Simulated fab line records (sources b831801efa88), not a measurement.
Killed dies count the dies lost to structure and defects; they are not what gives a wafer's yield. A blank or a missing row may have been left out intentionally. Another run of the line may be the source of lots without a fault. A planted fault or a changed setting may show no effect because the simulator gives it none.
What tool caused it? || flow sfq line || 14 lots, 42 wafers sampled, at 6 steps of a route of 325

## WHAT THE GAUGES SHOWED, per wafer
SFQ_M8_RS_MEAS_949: uses a four-point probe to measure.
{"lot": "L443", "measured": "day 74 03:41", "on": "film metro-01", "M8_AU_RS (ohm/sq)": "0.1559 0.1571 0.1557"}
{"lot": "L444", "measured": "day 77 23:33", "on": "film metro-02", "M8_AU_RS (ohm/sq)": "0.1547 0.1519 0.1524"}
{"lot": "L445", "measured": "day 78 00:45", "on": "film metro-02", "M8_AU_RS (ohm/sq)": "0.1549 0.1556 0.1529"}
{"lot": "L446", "measured": "day 82 00:18", "on": "film metro-04", "M8_AU_RS (ohm/sq)": "0.1540 0.1538 0.1529"}
{"lot": "L447", "measured": "day 82 01:30", "on": "film metro-02", "M8_AU_RS (ohm/sq)": "0.1559 0.1570 0.1536"}
{"lot": "L454", "measured": "day 91 19:14", "on": "film metro-02", "M8_AU_RS (ohm/sq)": "0.1567 0.1514 0.1537"}
{"lot": "L456", "measured": "day 92 04:08", "on": "film metro-01", "M8_AU_RS (ohm/sq)": "0.1517 0.1558 0.1552"}
{"lot": "L457", "measured": "day 92 08:35", "on": "film metro-01", "M8_AU_RS (ohm/sq)": "0.1541 0.1524 0.1543"}
{"lot": "L459", "measured": "day 92 12:26", "on": "film metro-02", "M8_AU_RS (ohm/sq)": "0.1533 0.1529 0.1530"}
{"lot": "L461", "measured": "day 92 17:00", "on": "film metro-01", "M8_AU_RS (ohm/sq)": "0.1538 0.1525 0.1521"}
{"lot": "L462", "measured": "day 92 19:22", "on": "film metro-02", "M8_AU_RS (ohm/sq)": "0.1522 0.1562 0.1562"}
{"lot": "L463", "measured": "day 92 23:08", "on": "film metro-04", "M8_AU_RS (ohm/sq)": "0.1544 0.1541 0.1539"}
{"lot": "L465", "measured": "day 93 01:29", "on": "film metro-02", "M8_AU_RS (ohm/sq)": "0.1534 0.1542 0.1535"}
{"lot": "L466", "measured": "day 93 05:14", "on": "film metro-04", "M8_AU_RS (ohm/sq)": "0.1533 0.1550 0.1534"}

## EACH LOT AND THE TOOL THAT RAN IT (in order: tool; ch and the chambers of the sampled wafers; start)
{"lot": "L443", "SFQ_TRILAYER_M3_DEP_SPUTTER_073": "pvd sputter-06, day 39 06:56", "SFQ_TRILAYER_I3_CMP_CMP_082": "cmp-01 ch 2,3, day 44 23:32", "SFQ_TRILAYER_I3_METRO_MEASURE_083": "film metro-03, day 45 02:46", "SFQ_TRILAYER_I3_VIA_ETCH_VIA_ETCH_088": "rie diel-03 ch 0,1, day 50 21:23", "SFQ_TRILAYER_R5_DEP_SPUTTER_134": "pvd sputter-06, day 66 16:22"}
{"lot": "L444", "SFQ_TRILAYER_M3_DEP_SPUTTER_073": "pvd sputter-05, day 39 10:32", "SFQ_TRILAYER_I3_CMP_CMP_082": "cmp-01 ch 0,2, day 45 03:06", "SFQ_TRILAYER_I3_METRO_MEASURE_083": "film metro-02, day 45 05:43", "SFQ_TRILAYER_I3_VIA_ETCH_VIA_ETCH_088": "rie diel-03 ch 0,3, day 51 02:11", "SFQ_TRILAYER_R5_DEP_SPUTTER_134": "pvd sputter-04, day 67 03:10"}
{"lot": "L445", "SFQ_TRILAYER_M3_DEP_SPUTTER_073": "pvd sputter-04, day 39 12:56", "SFQ_TRILAYER_I3_CMP_CMP_082": "cmp-01 ch 0,1,2, day 45 07:24", "SFQ_TRILAYER_I3_METRO_MEASURE_083": "film metro-03, day 45 10:31", "SFQ_TRILAYER_I3_VIA_ETCH_VIA_ETCH_088": "rie diel-01 ch 0,1,3, day 51 09:23", "SFQ_TRILAYER_R5_DEP_SPUTTER_134": "pvd sputter-04, day 67 15:55"}
{"lot": "L446", "SFQ_TRILAYER_M3_DEP_SPUTTER_073": "pvd sputter-05, day 39 16:32", "SFQ_TRILAYER_I3_CMP_CMP_082": "cmp-01 ch 1,2,3, day 45 12:12", "SFQ_TRILAYER_I3_METRO_MEASURE_083": "film metro-04, day 45 15:19", "SFQ_TRILAYER_I3_VIA_ETCH_VIA_ETCH_088": "rie diel-02 ch 1,3, day 51 16:35", "SFQ_TRILAYER_R5_DEP_SPUTTER_134": "pvd sputter-06, day 68 01:13"}
{"lot": "L447", "SFQ_TRILAYER_M3_DEP_SPUTTER_073": "pvd sputter-06, day 40 14:08", "SFQ_TRILAYER_I3_CMP_CMP_082": "cmp-02 ch 0,1,3, day 46 14:52", "SFQ_TRILAYER_I3_METRO_MEASURE_083": "film metro-04, day 46 17:29", "SFQ_TRILAYER_I3_VIA_ETCH_VIA_ETCH_088": "rie diel-03 ch 0,1,2, day 52 15:23", "SFQ_TRILAYER_R5_DEP_SPUTTER_134": "pvd sputter-04, day 69 03:01"}
{"lot": "L454", "SFQ_TRILAYER_M3_DEP_SPUTTER_073": "pvd sputter-04, day 43 04:55", "SFQ_TRILAYER_I3_CMP_CMP_082": "cmp-02 ch 0,1,3, day 49 04:03", "SFQ_TRILAYER_I3_METRO_MEASURE_083": "film metro-04, day 49 07:10", "SFQ_TRILAYER_I3_VIA_ETCH_VIA_ETCH_088": "rie diel-02 ch 1,2,3, day 54 23:38", "SFQ_TRILAYER_R5_DEP_SPUTTER_134": "pvd sputter-04, day 72 12:01"}
{"lot": "L456", "SFQ_TRILAYER_M3_DEP_SPUTTER_073": "pvd sputter-06, day 44 03:44", "SFQ_TRILAYER_I3_CMP_CMP_082": "cmp-02 ch 0,2,3, day 50 05:03", "SFQ_TRILAYER_I3_METRO_MEASURE_083": "film metro-04, day 50 07:34", "SFQ_TRILAYER_I3_VIA_ETCH_VIA_ETCH_088": "rie diel-01 ch 0,2,3, day 55 16:26", "SFQ_TRILAYER_R5_DEP_SPUTTER_134": "pvd sputter-06, day 72 17:28"}
{"lot": "L457", "SFQ_TRILAYER_M3_DEP_SPUTTER_073": "pvd sputter-06, day 44 16:55", "SFQ_TRILAYER_I3_CMP_CMP_082": "cmp-02 ch 0,1,3, day 50 16:03", "SFQ_TRILAYER_I3_METRO_MEASURE_083": "film metro-02, day 50 19:22", "SFQ_TRILAYER_I3_VIA_ETCH_VIA_ETCH_088": "rie diel-02 ch 0,1,3, day 56 06:10", "SFQ_TRILAYER_R5_DEP_SPUTTER_134": "pvd sputter-04, day 72 20:28"}
{"lot": "L459", "SFQ_TRILAYER_M3_DEP_SPUTTER_073": "pvd sputter-05, day 45 08:32", "SFQ_TRILAYER_I3_CMP_CMP_082": "cmp-01 ch 0,1, day 51 05:40", "SFQ_TRILAYER_I3_METRO_MEASURE_083": "film metro-04, day 51 08:17", "SFQ_TRILAYER_I3_VIA_ETCH_VIA_ETCH_088": "rie diel-02 ch 1,2,3, day 56 21:41", "SFQ_TRILAYER_R5_DEP_SPUTTER_134": "pvd sputter-06, day 73 09:56"}
{"lot": "L461", "SFQ_TRILAYER_M3_DEP_SPUTTER_073": "pvd sputter-05, day 45 11:04", "SFQ_TRILAYER_I3_CMP_CMP_082": "cmp-02 ch 2,3, day 51 09:41", "SFQ_TRILAYER_I3_METRO_MEASURE_083": "film metro-02, day 51 12:42", "SFQ_TRILAYER_I3_VIA_ETCH_VIA_ETCH_088": "rie diel-02 ch 1,2, day 57 02:29", "SFQ_TRILAYER_R5_DEP_SPUTTER_134": "pvd sputter-06, day 74 01:00"}
{"lot": "L462", "SFQ_TRILAYER_M3_DEP_SPUTTER_073": "pvd sputter-06, day 45 12:14", "SFQ_TRILAYER_I3_CMP_CMP_082": "cmp-01 ch 0,2, day 51 12:05", "SFQ_TRILAYER_I3_METRO_MEASURE_083": "film metro-04, day 51 14:42", "SFQ_TRILAYER_I3_VIA_ETCH_VIA_ETCH_088": "rie diel-02 ch 2,3, day 57 04:53", "SFQ_TRILAYER_R5_DEP_SPUTTER_134": "pvd sputter-03, day 74 05:48"}
{"lot": "L463", "SFQ_TRILAYER_M3_DEP_SPUTTER_073": "pvd sputter-05, day 51 21:06", "SFQ_TRILAYER_I3_CMP_CMP_082": "cmp-02 ch 1,2, day 52 03:47", "SFQ_TRILAYER_I3_METRO_MEASURE_083": "film metro-02, day 52 07:18", "SFQ_TRILAYER_I3_VIA_ETCH_VIA_ETCH_088": "rie diel-02 ch 0,1,3, day 57 14:29", "SFQ_TRILAYER_R5_DEP_SPUTTER_134": "pvd sputter-06, day 74 10:36"}
{"lot": "L465", "SFQ_TRILAYER_M3_DEP_SPUTTER_073": "pvd sputter-04, day 52 12:52", "SFQ_TRILAYER_I3_CMP_CMP_082": "cmp-01 ch 1,2,3, day 52 18:33", "SFQ_TRILAYER_I3_METRO_MEASURE_083": "film metro-03, day 52 21:10", "SFQ_TRILAYER_I3_VIA_ETCH_VIA_ETCH_088": "rie diel-02 ch 0,2, day 58 04:55", "SFQ_TRILAYER_R5_DEP_SPUTTER_134": "pvd sputter-03, day 74 19:03"}
{"lot": "L466", "SFQ_TRILAYER_M3_DEP_SPUTTER_073": "pvd sputter-06, day 53 05:55", "SFQ_TRILAYER_I3_CMP_CMP_082": "cmp-01 ch 1,2, day 53 13:52", "SFQ_TRILAYER_I3_METRO_MEASURE_083": "film metro-03, day 53 16:59", "SFQ_TRILAYER_I3_VIA_ETCH_VIA_ETCH_088": "rie diel-03 ch 0,2, day 58 19:17", "SFQ_TRILAYER_R5_DEP_SPUTTER_134": "pvd sputter-03, day 75 02:40"}
- SFQ_TRILAYER_M3_DEP_SPUTTER_073: material Nb, target thk 200 nm, time 133.3 s.
- SFQ_TRILAYER_I3_CMP_CMP_082: polishes SiO2.
- SFQ_TRILAYER_I3_METRO_MEASURE_083
- SFQ_TRILAYER_I3_VIA_ETCH_VIA_ETCH_088: etches SiO2 in CHF3, stops on Nb, target depth 260 nm.
- SFQ_TRILAYER_R5_DEP_SPUTTER_134: material Ti, target thk 5 nm, time 5 s.

## WHAT THE TOOLS THEMSELVES READ (means of the sampled wafers that have a number; where no wafer has one, the mark that the record gives instead)
SFQ_TRILAYER_M3_DEP_SPUTTER_073.
{"lot": "L443", "tool": "pvd sputter-06", "chamber pressure pa (Pa)": 0.13334, "throttle valve pct (%)": 29.9}
{"lot": "L444", "tool": "pvd sputter-05", "chamber pressure pa (Pa)": 0.13286, "throttle valve pct (%)": 31.4}
{"lot": "L445", "tool": "pvd sputter-04", "chamber pressure pa (Pa)": 0.13332, "throttle valve pct (%)": 30.1}
{"lot": "L446", "tool": "pvd sputter-05", "chamber pressure pa (Pa)": 0.13327, "throttle valve pct (%)": 30.4}
{"lot": "L447", "tool": "pvd sputter-06", "chamber pressure pa (Pa)": 0.13320, "throttle valve pct (%)": 30.2}
{"lot": "L454", "tool": "pvd sputter-04", "chamber pressure pa (Pa)": 0.13327, "throttle valve pct (%)": 29.2}
{"lot": "L456", "tool": "pvd sputter-06", "chamber pressure pa (Pa)": 0.13338, "throttle valve pct (%)": 30.7}
{"lot": "L457", "tool": "pvd sputter-06", "chamber pressure pa (Pa)": 0.13313, "throttle valve pct (%)": 30.8}
{"lot": "L459", "tool": "pvd sputter-05", "chamber pressure pa (Pa)": 0.13331, "throttle valve pct (%)": 30.2}
{"lot": "L461", "tool": "pvd sputter-05", "chamber pressure pa (Pa)": 0.13341, "throttle valve pct (%)": 31.0}
{"lot": "L462", "tool": "pvd sputter-06", "chamber pressure pa (Pa)": 0.13342, "throttle valve pct (%)": 30.7}
{"lot": "L463", "tool": "pvd sputter-05", "chamber pressure pa (Pa)": 0.13303, "throttle valve pct (%)": 31.4}
{"lot": "L465", "tool": "pvd sputter-04", "chamber pressure pa (Pa)": 0.13323, "throttle valve pct (%)": 29.2}
{"lot": "L466", "tool": "pvd sputter-06", "chamber pressure pa (Pa)": 0.13334, "throttle valve pct (%)": 30.6}

SFQ_TRILAYER_I3_CMP_CMP_082.
{"lot": "L443", "tool": "cmp-01", "motor current A (A)": 10.5, "slurry filter dp kPa (kPa)": 13.51, "time to endpoint s (s)": 218}
{"lot": "L444", "tool": "cmp-01", "motor current A (A)": 10.9, "slurry filter dp kPa (kPa)": 13.53, "time to endpoint s (s)": 228}
{"lot": "L445", "tool": "cmp-01", "motor current A (A)": 10.4, "slurry filter dp kPa (kPa)": 13.38, "time to endpoint s (s)": 207}
{"lot": "L446", "tool": "cmp-01", "motor current A (A)": 10.6, "slurry filter dp kPa (kPa)": 13.56, "time to endpoint s (s)": 202}
{"lot": "L447", "tool": "cmp-02", "motor current A (A)": 10.1, "slurry filter dp kPa (kPa)": 13.45, "time to endpoint s (s)": 214}
{"lot": "L454", "tool": "cmp-02", "motor current A (A)": 10.1, "slurry filter dp kPa (kPa)": 13.53, "time to endpoint s (s)": 212}
{"lot": "L456", "tool": "cmp-02", "motor current A (A)": 10.1, "slurry filter dp kPa (kPa)": 13.61, "time to endpoint s (s)": 210}
{"lot": "L457", "tool": "cmp-02", "motor current A (A)": 10.5, "slurry filter dp kPa (kPa)": 13.64, "time to endpoint s (s)": 208}
{"lot": "L459", "tool": "cmp-01", "motor current A (A)": 10.0, "slurry filter dp kPa (kPa)": 13.51, "time to endpoint s (s)": 208}
{"lot": "L461", "tool": "cmp-02", "motor current A (A)": 10.2, "slurry filter dp kPa (kPa)": 13.64, "time to endpoint s (s)": 211}
{"lot": "L462", "tool": "cmp-01", "motor current A (A)": 11.0, "slurry filter dp kPa (kPa)": 13.54, "time to endpoint s (s)": 213}
{"lot": "L463", "tool": "cmp-02", "motor current A (A)": 9.8, "slurry filter dp kPa (kPa)": 13.50, "time to endpoint s (s)": 215}
{"lot": "L465", "tool": "cmp-01", "motor current A (A)": 9.9, "slurry filter dp kPa (kPa)": 13.51, "time to endpoint s (s)": 210}
{"lot": "L466", "tool": "cmp-01", "motor current A (A)": 11.1, "slurry filter dp kPa (kPa)": 13.52, "time to endpoint s (s)": 205}

SFQ_TRILAYER_I3_METRO_MEASURE_083.
{"lot": "L443", "tool": "film metro-03", "thk nm (nm)": 199.6}
{"lot": "L444", "tool": "film metro-02", "thk nm (nm)": 200.8}
{"lot": "L445", "tool": "film metro-03", "thk nm (nm)": 207.3}
{"lot": "L446", "tool": "film metro-04", "thk nm (nm)": 213.1}
{"lot": "L447", "tool": "film metro-04", "thk nm (nm)": 200.2}
{"lot": "L454", "tool": "film metro-04", "thk nm (nm)": 200.3}
{"lot": "L456", "tool": "film metro-04", "thk nm (nm)": 199.2}
{"lot": "L457", "tool": "film metro-02", "thk nm (nm)": 199.8}
{"lot": "L459", "tool": "film metro-04", "thk nm (nm)": 198.9}
{"lot": "L461", "tool": "film metro-02", "thk nm (nm)": 199.0}
{"lot": "L462", "tool": "film metro-04", "thk nm (nm)": 199.7}
{"lot": "L463", "tool": "film metro-02", "thk nm (nm)": 199.0}
{"lot": "L465", "tool": "film metro-03", "thk nm (nm)": 199.2}
{"lot": "L466", "tool": "film metro-03", "thk nm (nm)": 200.0}

SFQ_TRILAYER_I3_VIA_ETCH_VIA_ETCH_088.
{"lot": "L443", "tool": "rie diel-03", "drypump motor current A (A)": 5.1, "oes product au (a.u.)": 0.855}
{"lot": "L444", "tool": "rie diel-03", "drypump motor current A (A)": 5.4, "oes product au (a.u.)": 0.857}
{"lot": "L445", "tool": "rie diel-01", "drypump motor current A (A)": 5.6, "oes product au (a.u.)": 0.872}
{"lot": "L446", "tool": "rie diel-02", "drypump motor current A (A)": 5.9, "oes product au (a.u.)": 0.889}
{"lot": "L447", "tool": "rie diel-03", "drypump motor current A (A)": 5.1, "oes product au (a.u.)": 0.857}
{"lot": "L454", "tool": "rie diel-02", "drypump motor current A (A)": 5.8, "oes product au (a.u.)": 0.854}
{"lot": "L456", "tool": "rie diel-01", "drypump motor current A (A)": 5.5, "oes product au (a.u.)": 0.852}
{"lot": "L457", "tool": "rie diel-02", "drypump motor current A (A)": 5.8, "oes product au (a.u.)": 0.857}
{"lot": "L459", "tool": "rie diel-02", "drypump motor current A (A)": 5.8, "oes product au (a.u.)": 0.855}
{"lot": "L461", "tool": "rie diel-02", "drypump motor current A (A)": 5.5, "oes product au (a.u.)": 0.852}
{"lot": "L462", "tool": "rie diel-02", "drypump motor current A (A)": 6.1, "oes product au (a.u.)": 0.854}
{"lot": "L463", "tool": "rie diel-02", "drypump motor current A (A)": 5.8, "oes product au (a.u.)": 0.855}
{"lot": "L465", "tool": "rie diel-02", "drypump motor current A (A)": 5.9, "oes product au (a.u.)": 0.852}
{"lot": "L466", "tool": "rie diel-03", "drypump motor current A (A)": 5.2, "oes product au (a.u.)": 0.860}

SFQ_TRILAYER_R5_DEP_SPUTTER_134.
{"lot": "L443", "tool": "pvd sputter-06", "chamber pressure pa (Pa)": 0.4006, "throttle valve pct (%)": 30.4}
{"lot": "L444", "tool": "pvd sputter-04", "chamber pressure pa (Pa)": 0.3997, "throttle valve pct (%)": 30.0}
{"lot": "L445", "tool": "pvd sputter-04", "chamber pressure pa (Pa)": 0.4002, "throttle valve pct (%)": 30.3}
{"lot": "L446", "tool": "pvd sputter-06", "chamber pressure pa (Pa)": 0.4002, "throttle valve pct (%)": 29.9}
{"lot": "L447", "tool": "pvd sputter-04", "chamber pressure pa (Pa)": 0.3994, "throttle valve pct (%)": 29.0}
{"lot": "L454", "tool": "pvd sputter-04", "chamber pressure pa (Pa)": 0.3998, "throttle valve pct (%)": 29.3}
{"lot": "L456", "tool": "pvd sputter-06", "chamber pressure pa (Pa)": 0.4004, "throttle valve pct (%)": 30.2}
{"lot": "L457", "tool": "pvd sputter-04", "chamber pressure pa (Pa)": 0.4001, "throttle valve pct (%)": 30.2}
{"lot": "L459", "tool": "pvd sputter-06", "chamber pressure pa (Pa)": 0.4002, "throttle valve pct (%)": 30.4}
{"lot": "L461", "tool": "pvd sputter-06", "chamber pressure pa (Pa)": 0.4010, "throttle valve pct (%)": 30.9}
{"lot": "L462", "tool": "pvd sputter-03", "chamber pressure pa (Pa)": 0.3999, "throttle valve pct (%)": 29.4}
{"lot": "L463", "tool": "pvd sputter-06", "chamber pressure pa (Pa)": 0.4005, "throttle valve pct (%)": 30.8}
{"lot": "L465", "tool": "pvd sputter-03", "chamber pressure pa (Pa)": 0.3987, "throttle valve pct (%)": 28.7}
{"lot": "L466", "tool": "pvd sputter-03", "chamber pressure pa (Pa)": 0.3993, "throttle valve pct (%)": 28.9}

## THE ANSWER, worked out from the rows above alone
Rule: the usual values come from the lots themselves. Put in order of their means at a reading, lots are off if they are a third of the lots or fewer, leave a main group of 4 or more, and stand apart from it by a gap of 3 or more times the standard deviation of the main group's means; of several such gaps the widest counts. The tables above print the reading to a certain number of digits; a main group whose means all agree to those digits is not used. A lot without any number at a reading at which 4 lots or more have one is off too. Where the step has rows for the other lots, those lots are counted as sound. After the gauges, taken in route order, come the tools' own readings; for these a lot's mean is taken, as printed above. At the first step where some lot is off, the reading lying furthest off is the one used; lots without a number count as furthest.
Off: L445, L446 (SFQ_TRILAYER_I3_METRO_MEASURE_083, thk nm). For the main group the mean is 199.6 nm and the standard deviation 0.58.
If a tool, at that step or one of the process steps before it, ran each lot that is off and ran no sound lot following the first of them, it fits. None of those tried fits.

## WHAT THE SIMULATOR HAD INSERTED
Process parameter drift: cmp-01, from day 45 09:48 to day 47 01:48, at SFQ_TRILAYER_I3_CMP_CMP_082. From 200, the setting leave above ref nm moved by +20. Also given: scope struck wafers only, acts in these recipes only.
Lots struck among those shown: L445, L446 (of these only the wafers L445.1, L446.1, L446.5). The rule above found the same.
